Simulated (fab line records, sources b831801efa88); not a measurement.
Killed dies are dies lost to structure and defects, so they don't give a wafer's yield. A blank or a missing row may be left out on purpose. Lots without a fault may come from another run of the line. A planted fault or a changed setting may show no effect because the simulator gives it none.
A struck lot beside a sound one | flow sky130 | 34 steps out of a route of 708
Sound: wafers L567.1, L567.2, L567.6. Struck: wafers L574.1, L574.4, L574.5. The cause comes at the end.
At each step with rows: each side's tool, then ch and its chambers, then its first start. Under that, the readings that differ: sound wafers | struck wafers | difference of the means | sigmas: that difference in standard deviations of wafers without a fault.
alike: readings whose means differ by less than 2 such deviations, and words and numbers that are the same on both sides. not compared: withheld readings, readings that some wafer has no value for, bounds like >300 that may hide the same value, and numbers for which the record gives no deviation and whose values overlap.
The two part at a step that has a row with sigmas, a row that says differs or no value, or rows on one side only. Numbers that don't overlap but have no deviation are shown without sigmas and don't part them. A reading that every wafer of one side lacks parts them only if that side has two wafers or more.

first, 9 steps without rows for these wafers: SKY_LOCAL_INTERCONNECT_PEB_09; SKY_LOCAL_INTERCONNECT_DEVELOP_10 (develop time 60 s); SKY_LOCAL_INTERCONNECT_ETCH_13 (etches BARC in N2/H2, stops on SiO2, time 45.9 s, target depth 60 nm); SKY_LOCAL_INTERCONNECT_METAL_ETCH_14 (etches TiN in Cl2/BCl3, stops on PSG, target depth 110 nm, time 31.4 s); SKY_LOCAL_INTERCONNECT_STRIP_15 (strips in O2/N2); SKY_LOCAL_INTERCONNECT_STRIP_16 (strips in post etch residue remover, time 1200 s); SKY_LOCAL_INTERCONNECT_CLEAN_17 (cleans in IPA, time 180 s); SKY_LOCAL_INTERCONNECT_CLEAN_18 (cleans in O3/DIW); SKY_CONTACT_CVD_00 (deposits Si3N4, target thk 75 nm).
SKY_CONTACT_HDPCVD_02: deposits SiO2, target thk 565 nm, time 94.2 s.
  sound on hdpcvd-02 ch 1,2, day 31 23:12; struck on hdpcvd-01 ch 0,1, day 34 10:04
then, 23 steps without rows for these wafers: SKY_CONTACT_CMP_04 (polishes SiO2); SKY_CONTACT_DEHYDRATE_06 (time 60 s); SKY_CONTACT_HMDS_07 (prime time 60 s); SKY_CONTACT_COAT_08 (resist thk 60 nm); SKY_CONTACT_COAT_09 (resist thk 450 nm); SKY_CONTACT_SOFTBAKE_10 (time 90 s); SKY_CONTACT_EXPOSE_11 (exposes mask CTM1, target cd 170 nm); SKY_CONTACT_PEB_12; SKY_CONTACT_DEVELOP_13 (develop time 60 s); SKY_CONTACT_ETCH_16 (etches BARC in N2/H2, stops on SiO2, time 45.9 s, target depth 60 nm); SKY_CONTACT_ETCH_17 (etches SiO2 in C4F8/O2/Ar, stops on Si3N4, target depth 340 nm); SKY_CONTACT_ETCH_18 (etches Si3N4 in CHF3/O2, stops on TiN, time 39 s, target depth 75 nm); SKY_CONTACT_STRIP_19 (strips in O2/N2); SKY_CONTACT_STRIP_20 (strips in post etch residue remover, time 1200 s); SKY_CONTACT_CLEAN_21 (cleans in IPA, time 180 s); SKY_CONTACT_CLEAN_22 (cleans in O3/DIW); SKY_CONTACT_SPUTTER_23 (material TiN, target thk 20 nm, time 80 s); SKY_CONTACT_CVD_24 (deposits W, target thk 340 nm, time 102.12 s); SKY_CONTACT_CMP_27 (polishes, stops on SiO2, t overpolish 15 s, target thk 0 nm); SKY_METAL1_SPUTTER_00 (material Ti, target thk 15 nm, time 10 s); SKY_METAL1_SPUTTER_01 (material TiN, target thk 20 nm, time 16.7 s); SKY_METAL1_SPUTTER_02 (material AlCu, target thk 250 nm, time 13.3 s); SKY_METAL1_SPUTTER_03 (material Ti, target thk 5 nm, time 3.3 s).
-- the record jumps here: 14 days lie between the struck wafers' starts before and after (it left off in module METAL1 and takes up again in module PAD_OPEN, whose first step shown is number 708 of the route) --
SKY_PAD_OPEN_PROBE_99:
  the record has rows for the struck wafers here (prober-02, day 48 18:42) and none for the sound ones

WHERE THEY PART
Only at SKY_PAD_OPEN_PROBE_99, within this record.

WHY: what the simulator had put in
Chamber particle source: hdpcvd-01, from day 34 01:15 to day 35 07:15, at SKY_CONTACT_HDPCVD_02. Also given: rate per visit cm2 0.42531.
